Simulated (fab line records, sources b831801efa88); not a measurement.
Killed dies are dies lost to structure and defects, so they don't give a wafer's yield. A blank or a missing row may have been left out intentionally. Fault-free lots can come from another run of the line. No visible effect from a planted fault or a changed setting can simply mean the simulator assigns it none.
The tool behind it: which one? :: flow sky130 :: 39 wafers from 13 lots sampled at 4 of the route's 708 steps

WHAT THE GAUGES READ, wafer by wafer
SKY_FIELD_ISO_THK_MEAS_23. Usual: for FIELD_ISO_OXIDATION_01_THK the level is 10.03 nm and the standard deviation is 0.19.
lot: L159
measured: day 2 06:13
on: filmMetro-03
FIELD_ISO_OXIDATION_01_THK (nm): 10.29 10.23 10.20
flag: 

lot: L160
measured: day 2 13:58
on: filmMetro-04
FIELD_ISO_OXIDATION_01_THK (nm): 10.21 10.28 10.23
flag: 

lot: L161
measured: day 2 22:37
on: filmMetro-02
FIELD_ISO_OXIDATION_01_THK (nm): 10.07 10.12 10.04
flag: 

lot: L163
measured: day 3 06:16
on: filmMetro-03
FIELD_ISO_OXIDATION_01_THK (nm): 9.48 9.55 9.61
flag: 

lot: L168
measured: day 4 07:23
on: filmMetro-02
FIELD_ISO_OXIDATION_01_THK (nm): 9.86 9.97 9.86
flag: 

lot: L169
measured: day 4 14:14
on: filmMetro-04
FIELD_ISO_OXIDATION_01_THK (nm): 10.13 9.98 10.09
flag: 

lot: L173
measured: day 5 09:52
on: filmMetro-03
FIELD_ISO_OXIDATION_01_THK (nm): 10.27 10.27 10.22
flag: 

lot: L176
measured: day 6 00:19
on: filmMetro-04
FIELD_ISO_OXIDATION_01_THK (nm): 10.02 10.11 10.05
flag: 

lot: L177
measured: day 6 04:15
on: filmMetro-03
FIELD_ISO_OXIDATION_01_THK (nm): 10.16 10.05 10.17
flag: 

lot: L179
measured: day 6 17:28
on: filmMetro-04
FIELD_ISO_OXIDATION_01_THK (nm): 9.89 10.07 10.01
flag: 

lot: L180
measured: day 6 22:40
on: filmMetro-03
FIELD_ISO_OXIDATION_01_THK (nm): 10.37 10.29 10.28
flag: 

lot: L181
measured: day 7 01:21
on: filmMetro-03
FIELD_ISO_OXIDATION_01_THK (nm): 10.01 10.10 10.14
flag: 

lot: L182
measured: day 7 09:37
on: filmMetro-04
FIELD_ISO_OXIDATION_01_THK (nm): 10.10 10.02 10.02
flag: 

SKY_SD_P_OVL_MEAS_08. Usual: for SD_P_OVL the level is 1.0 nm and the standard deviation is 1.8.
lot: L159
measured: day 24 16:54
on: overlay-02
SD_P_OVL (nm): 4.0 -0.5 2.0
flag: 

lot: L160
measured: day 25 20:17
on: overlay-02
SD_P_OVL (nm): 1.0 -0.1 0.9
flag: 

lot: L161
measured: day 26 17:22
on: overlay-02
SD_P_OVL (nm): -1.7 0.5 -0.8
flag: 

lot: L163
measured: day 26 18:59
on: overlay-01
SD_P_OVL (nm): 3.2 2.5 0.1
flag: 

lot: L168
measured: day 28 22:18
on: overlay-01
SD_P_OVL (nm): 2.4 2.8 0.8
flag: 

lot: L169
measured: day 29 00:22
on: overlay-02
SD_P_OVL (nm): 2.2 4.1 0.5
flag: 

lot: L173
measured: day 31 02:15
on: overlay-01
SD_P_OVL (nm): 0.9 0.3 2.0
flag: 

lot: L176
measured: day 31 06:48
on: overlay-02
SD_P_OVL (nm): 0.1 2.2 1.5
flag: 

lot: L177
measured: day 31 10:30
on: overlay-01
SD_P_OVL (nm): 2.3 1.7 2.2
flag: 

lot: L179
measured: day 32 09:57
on: overlay-02
SD_P_OVL (nm): -0.2 0.3 -0.5
flag: 

lot: L180
measured: day 32 13:04
on: overlay-01
SD_P_OVL (nm): 0.6 0.9 3.2
flag: 

lot: L181
measured: day 32 20:18
on: overlay-02
SD_P_OVL (nm): -1.4 -0.6 0.4
flag: 

lot: L182
measured: day 33 10:24
on: overlay-02
SD_P_OVL (nm): 3.6 1.0 2.5
flag: 

WHAT TOOL EACH LOT RAN ON (gives the tool, then ch and the chambers of the sampled wafers, and finally the start)
lot: L159
SKY_VT_ADJUST_LVTN_DEVELOP_06: lithoTrack-02 ch 0, day 6 12:00
SKY_GATE_OXIDE_STRIP_13: plasmaAsher-04 ch 0,1, day 13 08:58

lot: L160
SKY_VT_ADJUST_LVTN_DEVELOP_06: lithoTrack-02 ch 0, day 7 06:00
SKY_GATE_OXIDE_STRIP_13: plasmaAsher-02 ch 0,1, day 14 05:40

lot: L161
SKY_VT_ADJUST_LVTN_DEVELOP_06: lithoTrack-02 ch 0, day 7 21:00
SKY_GATE_OXIDE_STRIP_13: plasmaAsher-04 ch 0,1, day 15 03:21

lot: L163
SKY_VT_ADJUST_LVTN_DEVELOP_06: lithoTrack-02 ch 0, day 8 00:00
SKY_GATE_OXIDE_STRIP_13: plasmaAsher-02 ch 0,1, day 15 03:53

lot: L168
SKY_VT_ADJUST_LVTN_DEVELOP_06: lithoTrack-02 ch 0, day 9 10:00
SKY_GATE_OXIDE_STRIP_13: plasmaAsher-02 ch 0,1, day 17 04:37

lot: L169
SKY_VT_ADJUST_LVTN_DEVELOP_06: lithoTrack-02 ch 0, day 9 12:00
SKY_GATE_OXIDE_STRIP_13: plasmaAsher-04 ch 0,1, day 17 05:39

lot: L173
SKY_VT_ADJUST_LVTN_DEVELOP_06: lithoTrack-04 ch 0, day 10 19:00
SKY_GATE_OXIDE_STRIP_13: plasmaAsher-04 ch 0,1, day 18 22:02

lot: L176
SKY_VT_ADJUST_LVTN_DEVELOP_06: lithoTrack-04 ch 0, day 11 11:00
SKY_GATE_OXIDE_STRIP_13: plasmaAsher-02 ch 1, day 19 19:00

lot: L177
SKY_VT_ADJUST_LVTN_DEVELOP_06: lithoTrack-04 ch 0, day 11 17:00
SKY_GATE_OXIDE_STRIP_13: plasmaAsher-02 ch 0,1, day 19 23:02

lot: L179
SKY_VT_ADJUST_LVTN_DEVELOP_06: lithoTrack-04 ch 0, day 12 08:00
SKY_GATE_OXIDE_STRIP_13: plasmaAsher-04 ch 0,1, day 21 00:21

lot: L180
SKY_VT_ADJUST_LVTN_DEVELOP_06: lithoTrack-02 ch 0, day 12 14:00
SKY_GATE_OXIDE_STRIP_13: plasmaAsher-02 ch 0,1, day 21 05:11

lot: L181
SKY_VT_ADJUST_LVTN_DEVELOP_06: lithoTrack-04 ch 0, day 12 22:00
SKY_GATE_OXIDE_STRIP_13: plasmaAsher-02 ch 0,1, day 21 12:49

lot: L182
SKY_VT_ADJUST_LVTN_DEVELOP_06: lithoTrack-01 ch 0, day 13 13:00
SKY_GATE_OXIDE_STRIP_13: plasmaAsher-03 ch 0,1, day 22 05:16
- SKY_VT_ADJUST_LVTN_DEVELOP_06: develop time 60 s.
- SKY_GATE_OXIDE_STRIP_13: strips in O2/N2.

AS READ BY THE TOOLS THEMSELVES (means over the sampled wafers that have a number; for cases with no such wafer, the mark the record gives instead)
SKY_VT_ADJUST_LVTN_DEVELOP_06. Usual: developerTempC reads 22.99 C (standard deviation 0.12).
lot: L159
tool: lithoTrack-02
developerTempC (C): 22.93
flag: 

lot: L160
tool: lithoTrack-02
developerTempC (C): 22.86
flag: 

lot: L161
tool: lithoTrack-02
developerTempC (C): 22.90
flag: 

lot: L163
tool: lithoTrack-02
developerTempC (C): 22.97
flag: 

lot: L168
tool: lithoTrack-02
developerTempC (C): 24.01
flag: OFF

lot: L169
tool: lithoTrack-02
developerTempC (C): 23.95
flag: OFF

lot: L173
tool: lithoTrack-04
developerTempC (C): 23.19
flag: 

lot: L176
tool: lithoTrack-04
developerTempC (C): 23.14
flag: 

lot: L177
tool: lithoTrack-04
developerTempC (C): 22.88
flag: 

lot: L179
tool: lithoTrack-04
developerTempC (C): 23.00
flag: 

lot: L180
tool: lithoTrack-02
developerTempC (C): 23.04
flag: 

lot: L181
tool: lithoTrack-04
developerTempC (C): 23.06
flag: 

lot: L182
tool: lithoTrack-01
developerTempC (C): 22.90
flag: 

SKY_GATE_OXIDE_STRIP_13. Usual: drypumpMotorCurrentA 5.7 A, standard deviation 0.44; oesProductAu 0.715 a.u., standard deviation 0.0045; stripTimeToEndpointS 14.20 s, standard deviation 0.045.
lot: L159
tool: plasmaAsher-04
drypumpMotorCurrentA (A): 6.2
oesProductAu (a.u.): 0.714
stripTimeToEndpointS (s): 14.20
flag: 

lot: L160
tool: plasmaAsher-02
drypumpMotorCurrentA (A): 5.2
oesProductAu (a.u.): 0.715
stripTimeToEndpointS (s): 14.16
flag: 

lot: L161
tool: plasmaAsher-04
drypumpMotorCurrentA (A): 6.1
oesProductAu (a.u.): 0.715
stripTimeToEndpointS (s): 14.18
flag: 

lot: L163
tool: plasmaAsher-02
drypumpMotorCurrentA (A): 5.3
oesProductAu (a.u.): 0.717
stripTimeToEndpointS (s): 14.25
flag: 

lot: L168
tool: plasmaAsher-02
drypumpMotorCurrentA (A): 5.3
oesProductAu (a.u.): 0.713
stripTimeToEndpointS (s): 14.18
flag: 

lot: L169
tool: plasmaAsher-04
drypumpMotorCurrentA (A): 6.1
oesProductAu (a.u.): 0.715
stripTimeToEndpointS (s): 14.22
flag: 

lot: L173
tool: plasmaAsher-04
drypumpMotorCurrentA (A): 6.1
oesProductAu (a.u.): 0.715
stripTimeToEndpointS (s): 14.20
flag: 

lot: L176
tool: plasmaAsher-02
drypumpMotorCurrentA (A): 5.4
oesProductAu (a.u.): 0.711
stripTimeToEndpointS (s): 14.18
flag: 

lot: L177
tool: plasmaAsher-02
drypumpMotorCurrentA (A): 5.2
oesProductAu (a.u.): 0.711
stripTimeToEndpointS (s): 14.15
flag: 

lot: L179
tool: plasmaAsher-04
drypumpMotorCurrentA (A): 6.2
oesProductAu (a.u.): 0.714
stripTimeToEndpointS (s): 14.23
flag: 

lot: L180
tool: plasmaAsher-02
drypumpMotorCurrentA (A): 5.2
oesProductAu (a.u.): 0.710
stripTimeToEndpointS (s): 14.24
flag: 

lot: L181
tool: plasmaAsher-02
drypumpMotorCurrentA (A): 5.3
oesProductAu (a.u.): 0.718
stripTimeToEndpointS (s): 14.25
flag: 

lot: L182
tool: plasmaAsher-03
drypumpMotorCurrentA (A): 5.7
oesProductAu (a.u.): 0.718
stripTimeToEndpointS (s): 14.17
flag: 

THE ANSWER, worked out from the rows above alone
Rule: take the mean of a lot's wafers that have a number; if it is more than 3 standard deviations from the usual mean, the lot is off. Also off: a lot with no number at a reading for which 4 or more lots have one. All remaining lots with rows at the step are treated as sound. After the gauges, taken in route order, come the tools' own readings; for these a lot's mean is taken, as printed above. At the first step where some lot is off, the reading lying furthest off is the one used; lots without a number count as furthest.
Off, at SKY_VT_ADJUST_LVTN_DEVELOP_06 on developerTempC: L168, L169.
If a tool, at that step or one of the process steps before it, ran each lot that is off and ran no sound lot following the first of them, it fits. Not one of the candidates tried fits.

WHAT HAD BEEN PUT IN BY THE SIMULATOR
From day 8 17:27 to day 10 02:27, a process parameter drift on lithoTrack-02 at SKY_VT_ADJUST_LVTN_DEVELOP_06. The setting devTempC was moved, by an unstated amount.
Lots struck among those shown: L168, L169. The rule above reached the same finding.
